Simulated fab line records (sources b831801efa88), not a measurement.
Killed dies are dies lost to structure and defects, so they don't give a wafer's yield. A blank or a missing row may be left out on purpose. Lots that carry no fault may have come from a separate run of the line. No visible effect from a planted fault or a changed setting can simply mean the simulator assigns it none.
Which tool is to blame? + flow sky130 + 12 lots, 36 wafers sampled, at 5 steps of a route of 708

## WHAT THE GAUGES READ, wafer by wafer
SKY_VT_ADJUST_HVTR_TW_MEAS_11. Usual: VT_ADJUST_HVTR_TW gives 210.0 (standard deviation 2.3).
| lot  | measured     | on            | VT_ADJUST_HVTR_TW | flag |
|------|--------------|---------------|-------------------|------|
| L432 | day 9 21:06  | film-metro-01 | 210.9 210.2 209.9 |      |
| L434 | day 9 23:56  | film-metro-02 | 212.1 212.9 212.2 |      |
| L435 | day 10 14:15 | film-metro-01 | 207.0 208.3 208.1 |      |
| L438 | day 11 15:46 | film-metro-01 | 208.6 208.2 208.2 |      |
| L440 | day 11 19:02 | film-metro-02 | 211.8 211.1 211.7 |      |
| L439 | day 11 20:53 | film-metro-04 | 207.7 206.5 208.4 |      |
| L442 | day 12 15:04 | film-metro-01 | 210.2 209.2 209.4 |      |
| L444 | day 12 21:59 | film-metro-02 | 211.7 213.9 212.7 |      |
| L445 | day 13 16:32 | film-metro-02 | 212.6 212.0 213.3 |      |
| L448 | day 14 15:30 | film-metro-02 | 213.0 214.6 214.0 |      |
| L449 | day 14 20:25 | film-metro-01 | 208.8 208.8 208.5 |      |
| L454 | day 16 02:08 | film-metro-04 | 207.0 208.1 207.2 |      |

SKY_SONOS_ONO_OVL_MEAS_14. Usual: SONOS_ONO_OVL gives -0.2 nm (standard deviation 1.2).
| lot  | measured     | on         | SONOS_ONO_OVL (nm) | flag |
|------|--------------|------------|--------------------|------|
| L432 | day 12 20:49 | overlay-01 | -0.2 0.6 -1.1      |      |
| L434 | day 13 06:48 | overlay-01 | -3.4 -2.1 -0.6     |      |
| L435 | day 13 17:58 | overlay-01 | 0.2 -0.2 -1.9      |      |
| L438 | day 15 02:52 | overlay-01 | 0.4 0.9 -0.7       |      |
| L440 | day 15 03:49 | overlay-02 | -3.1 -1.0 -1.2     |      |
| L439 | day 15 08:00 | overlay-02 | -2.0 -2.9 -1.1     |      |
| L442 | day 16 05:07 | overlay-02 | -0.7 -1.4 0.7      |      |
| L444 | day 16 11:13 | overlay-01 | -0.9 0.5 0.5       |      |
| L445 | day 17 07:24 | overlay-01 | 0.2 1.5 -0.3       |      |
| L448 | day 18 08:31 | overlay-02 | 0.2 0.4 -0.8       |      |
| L449 | day 18 12:42 | overlay-01 | 3.1 -0.6 1.4       |      |
| L454 | day 20 02:16 | overlay-02 | 0.2 -0.9 -0.7      |      |

SKY_GATE_OXIDE_TW_MEAS_14. Usual: GATE_OXIDE_TW gives 222.0 (standard deviation 2.3).
| lot  | measured     | on            | GATE_OXIDE_TW                       | flag |
|------|--------------|---------------|-------------------------------------|------|
| L432 | day 13 23:59 | film-metro-01 | 222.9 222.3 222.4                   |      |
| L434 | day 14 12:01 | film-metro-04 | 219.3 219.4 220.1                   |      |
| L435 | day 14 22:44 | film-metro-04 | 219.6 219.7 219.9                   |      |
| L438 | day 16 10:01 | film-metro-01 | 221.4 221.0 222.4                   |      |
| L440 | day 16 10:20 | film-metro-02 | 228.1 227.1 227.9                   |      |
| L439 | day 16 14:06 | film-metro-02 | 226.2 225.0 226.8                   |      |
| L442 | day 17 13:09 | film-metro-04 | 219.0 219.9 221.0                   |      |
| L444 | day 17 18:23 | film-metro-04 | 220.0 220.5 221.5                   |      |
| L445 | day 18 14:46 | film-metro-04 | 219.3 220.3 219.1                   |      |
| L448 | day 19 19:26 | film-metro-04 | 239.3 239.9 239.8 237.9 239.8 239.2 | OFF  |
| L449 | day 20 00:03 | film-metro-01 | 240.2 239.9 239.5 239.6 239.9 239.0 | OFF  |
| L454 | day 21 12:04 | film-metro-04 | 221.9 222.4 222.0                   |      |

## WHICH TOOL RAN EACH LOT (tool, then ch and the chambers of the sampled wafers, then the start)
| lot  | SKY_SONOS_ONO_ETCH_15              | SKY_GATE_OXIDE_IMPLANT_11       |
|------|------------------------------------|---------------------------------|
| L432 | rie-diel-04 ch 1,2,3, day 12 20:50 | implanter-04 ch 0, day 13 23:38 |
| L434 | rie-diel-03 ch 1,3, day 13 06:50   | implanter-02 ch 0, day 14 11:40 |
| L435 | rie-diel-02 ch 2,3, day 13 17:59   | implanter-02 ch 0, day 14 22:23 |
| L438 | rie-diel-02 ch 0,1,2, day 15 02:53 | implanter-02 ch 0, day 16 09:42 |
| L440 | rie-diel-04 ch 1,2,3, day 15 03:50 | implanter-04 ch 0, day 16 10:00 |
| L439 | rie-diel-03 ch 2,3, day 15 08:02   | implanter-04 ch 0, day 16 13:45 |
| L442 | rie-diel-02 ch 1,2,3, day 16 05:08 | implanter-04 ch 0, day 17 12:48 |
| L444 | rie-diel-02 ch 1,2, day 16 11:14   | implanter-03 ch 0, day 17 18:01 |
| L445 | rie-diel-02 ch 1,2,3, day 17 07:26 | implanter-02 ch 0, day 18 14:24 |
| L448 | rie-diel-02 ch 0,1,3, day 18 08:32 | implanter-02 ch 0, day 19 19:05 |
| L449 | rie-diel-02 ch 0,1,3, day 18 12:44 | implanter-02 ch 0, day 19 23:42 |
| L454 | rie-diel-04 ch 0,1,3, day 20 02:17 | implanter-04 ch 0, day 21 11:43 |
- SKY_SONOS_ONO_ETCH_15: etches the open film in CHF3/O2, target depth 19.52 nm, time 7.8 s.
- SKY_GATE_OXIDE_IMPLANT_11

## WHAT THE TOOLS THEMSELVES READ (means of the sampled wafers that have a number; where no wafer has one, the mark that the record gives instead)
SKY_SONOS_ONO_ETCH_15. Usual: chamber-pressure-mTorr 40.01 mTorr, standard deviation 0.088; drypump-motor-current-A 5.9 A, standard deviation 0.53; oes-product-au 0.997 a.u., standard deviation 0.013; throttle-valve-pct 8.824 %, standard deviation 0.01.
| lot  | tool        | chamber-pressure-mTorr (mTorr) | drypump-motor-current-A (A) | oes-product-au (a.u.) | throttle-valve-pct (%) | flag |
|------|-------------|--------------------------------|-----------------------------|-----------------------|------------------------|------|
| L432 | rie-diel-04 | 40.02                          | 6.2                         | 0.993                 | 8.819                  |      |
| L434 | rie-diel-03 | 39.99                          | 5.9                         | 0.996                 | 8.833                  |      |
| L435 | rie-diel-02 | 39.98                          | 5.4                         | 0.999                 | 8.821                  |      |
| L438 | rie-diel-02 | 39.98                          | 6.1                         | 1.011                 | 8.821                  |      |
| L440 | rie-diel-04 | 40.02                          | 6.3                         | 0.978                 | 8.828                  |      |
| L439 | rie-diel-03 | 39.96                          | 5.9                         | 0.990                 | 8.821                  |      |
| L442 | rie-diel-02 | 39.99                          | 5.8                         | 1.000                 | 8.825                  |      |
| L444 | rie-diel-02 | 39.97                          | 6.3                         | 1.011                 | 8.839                  |      |
| L445 | rie-diel-02 | 40.01                          | 5.8                         | 0.996                 | 8.821                  |      |
| L448 | rie-diel-02 | 40.00                          | 5.6                         | 1.002                 | 8.823                  |      |
| L449 | rie-diel-02 | 40.00                          | 5.6                         | 1.002                 | 8.835                  |      |
| L454 | rie-diel-04 | 39.98                          | 5.8                         | 0.996                 | 8.821                  |      |

SKY_GATE_OXIDE_IMPLANT_11. Usual: dose-ions-cm2 2.6007e+12, standard deviation 2.9e+09; faraday-current-uA 14.6, standard deviation 0.31.
| lot  | tool         | dose-ions-cm2 | faraday-current-uA | flag |
|------|--------------|---------------|--------------------|------|
| L432 | implanter-04 | 2.6014e+12    | 14.5               |      |
| L434 | implanter-02 | 2.6001e+12    | 14.6               |      |
| L435 | implanter-02 | 2.6012e+12    | 14.9               |      |
| L438 | implanter-02 | 2.5993e+12    | 14.5               |      |
| L440 | implanter-04 | 2.5998e+12    | 14.6               |      |
| L439 | implanter-04 | 2.6003e+12    | 14.4               |      |
| L442 | implanter-04 | 2.6046e+12    | 14.7               |      |
| L444 | implanter-03 | 2.6027e+12    | 14.3               |      |
| L445 | implanter-02 | 2.5987e+12    | 14.4               |      |
| L448 | implanter-02 | 3.4263e+12    | 19.2               | OFF  |
| L449 | implanter-02 | 3.4291e+12    | 19.0               | OFF  |
| L454 | implanter-04 | 2.5978e+12    | 14.6               |      |

## THE ANSWER, worked out from the rows above alone
Rule: take the mean of a lot's wafers that have a number; if it is more than 3 standard deviations from the usual mean, the lot is off. A lot without any number at a reading at which 4 lots or more have one is off too. Where the step has rows for the other lots, those lots are counted as sound. Order of review: gauges by route order, followed by the tools' own readings, for which a lot's mean as printed above is used. The first step at which some lot is off is used, and at that step the reading that is off furthest; a lot without a number counts as furthest.
Off: at SKY_GATE_OXIDE_TW_MEAS_14 (GATE_OXIDE_TW), L448, L449.
A tool fits if, at a process step before that reading, it ran every lot that is off, and no sound lot after the first of them. The gauges at SKY_GATE_OXIDE_TW_MEAS_14 aren't tried: what is off there is off at SKY_GATE_OXIDE_IMPLANT_11 too, on other tools, and a gauge's error can't cause that. 2 tools fit, rie-diel-02 at SKY_SONOS_ONO_ETCH_15 and implanter-02 at SKY_GATE_OXIDE_IMPLANT_11, so this cannot tell which one it is.

## WHAT THE SIMULATOR PUT IN
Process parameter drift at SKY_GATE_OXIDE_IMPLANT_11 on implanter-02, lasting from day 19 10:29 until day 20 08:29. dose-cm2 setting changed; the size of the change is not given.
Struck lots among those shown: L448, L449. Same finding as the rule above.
